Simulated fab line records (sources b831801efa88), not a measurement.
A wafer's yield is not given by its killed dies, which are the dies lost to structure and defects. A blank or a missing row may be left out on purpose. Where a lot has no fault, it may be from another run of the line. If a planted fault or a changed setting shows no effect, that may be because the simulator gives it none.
Which tool is to blame? :: flow sky130 :: at 1 step of a route of 708, 7 lots with 21 wafers sampled

== WHAT THE GAUGES SHOWED, per wafer ==
SKY_SONOS_ONO_OVL_MEAS_14.
lot: L435
measured: day 13 10:11
on: overlay-02
SONOS_ONO_OVL (nm): -1.7 -2.1 -2.1

lot: L438
measured: day 14 22:15
on: overlay-01
SONOS_ONO_OVL (nm): -0.6 -0.8 -1.2

lot: L442
measured: day 15 04:48
on: overlay-02
SONOS_ONO_OVL (nm): -0.5 -0.7 -1.1

lot: L441
measured: day 15 10:36
on: overlay-01
SONOS_ONO_OVL (nm): -0.7 -1.5 -1.5

lot: L450
measured: day 18 07:36
on: overlay-01
SONOS_ONO_OVL (nm): -2.0 0.0 -1.2

lot: L454
measured: day 19 23:14
on: overlay-01
SONOS_ONO_OVL (nm): -1.4 -1.7 -2.0

lot: L456
measured: day 20 13:24
on: overlay-01
SONOS_ONO_OVL (nm): -1.3 -1.4 -1.0

== WHICH TOOL RAN EACH LOT (tool, then ch and the chambers of the sampled wafers, then the start) ==
The record holds no process step before these readings.

== THE ANSWER, worked out from the rows above alone ==
Rule: the lots themselves supply what counts as usual. Put in order of their means at a reading, lots are off if they are a third of the lots or fewer, leave a main group of 4 or more, and stand apart from it by a gap of 3 or more times the standard deviation of the main group's means; of several such gaps the widest counts. A main group whose means are all the same, to the digits that the tables above print for the reading, isn't used. Also off: a lot with no number at a reading for which 4 or more lots have one. Where the step has rows for the other lots, those lots are counted as sound.
Across all readings shown, no lot is off: no conclusion can be drawn from this.

== WHAT WAS PUT IN BY THE SIMULATOR ==
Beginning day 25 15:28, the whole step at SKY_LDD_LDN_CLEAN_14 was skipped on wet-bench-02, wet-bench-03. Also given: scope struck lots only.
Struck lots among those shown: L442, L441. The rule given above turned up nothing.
